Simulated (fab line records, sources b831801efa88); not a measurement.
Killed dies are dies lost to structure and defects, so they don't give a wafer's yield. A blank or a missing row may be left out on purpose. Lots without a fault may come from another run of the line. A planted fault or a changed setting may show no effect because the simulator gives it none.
One fault seen from 2 desks | flow gf180mcu | each desk has only its own numbers; what lay behind them comes last

THE METROLOGY DESK
What the gauges read, lot by lot, whatever tool the lot ran on: means of the sampled wafers that have a number. A lot is out of limits, marked OUT, if its mean lies more than 4 standard deviations from the usual mean; the brackets give that distance.
Columns: A = cd_nm at GF_SAB_CD_MEAS_09, usual 419.5 nm; B = SAB_OVL at GF_SAB_OVL_MEAS_10, usual -0.5 nm
lot  | first seen here | A     | B
L872 | day 15 11:22    | 420.3 | -1.8
L881 | day 18 13:39    | 422.2 | 0.6
L884 | day 19 11:45    | 415.8 | -3.0
L885 | day 19 23:10    | 419.1 | 1.4
L886 | day 20 08:31    | 423.1 | 0.3
L889 | day 21 11:44    | 418.0 | -2.2
This desk's finding: nothing out of limits on any of the 6 lots.

THE TOOL OWNER'S DESK: pvd_sputter-03
The tool's own readings at GF_SALICIDE_SPUTTER_02 (material Co, target thk 10 nm, time 20 s): means of the sampled wafers that have a number, for each lot that ran on this tool. A lot is out of limits, marked OUT, if its mean lies more than 4 standard deviations from the usual mean; the brackets give that distance.
Columns: A = throttle_valve_pct at GF_SALICIDE_SPUTTER_02, usual 29.9 %
lot  | first seen here | A
L872 | day 15 11:52    | 29.8
L881 | day 18 14:08    | 28.7
L885 | day 19 23:37    | 30.6
L886 | day 20 09:01    | 29.2
This desk's finding: nothing out of limits on any of the 4 lots.

PUT TOGETHER
The metrology desk saw nothing out of limits.
The tool owner's desk saw nothing out of limits.

WHAT THE SIMULATOR HAD PUT IN
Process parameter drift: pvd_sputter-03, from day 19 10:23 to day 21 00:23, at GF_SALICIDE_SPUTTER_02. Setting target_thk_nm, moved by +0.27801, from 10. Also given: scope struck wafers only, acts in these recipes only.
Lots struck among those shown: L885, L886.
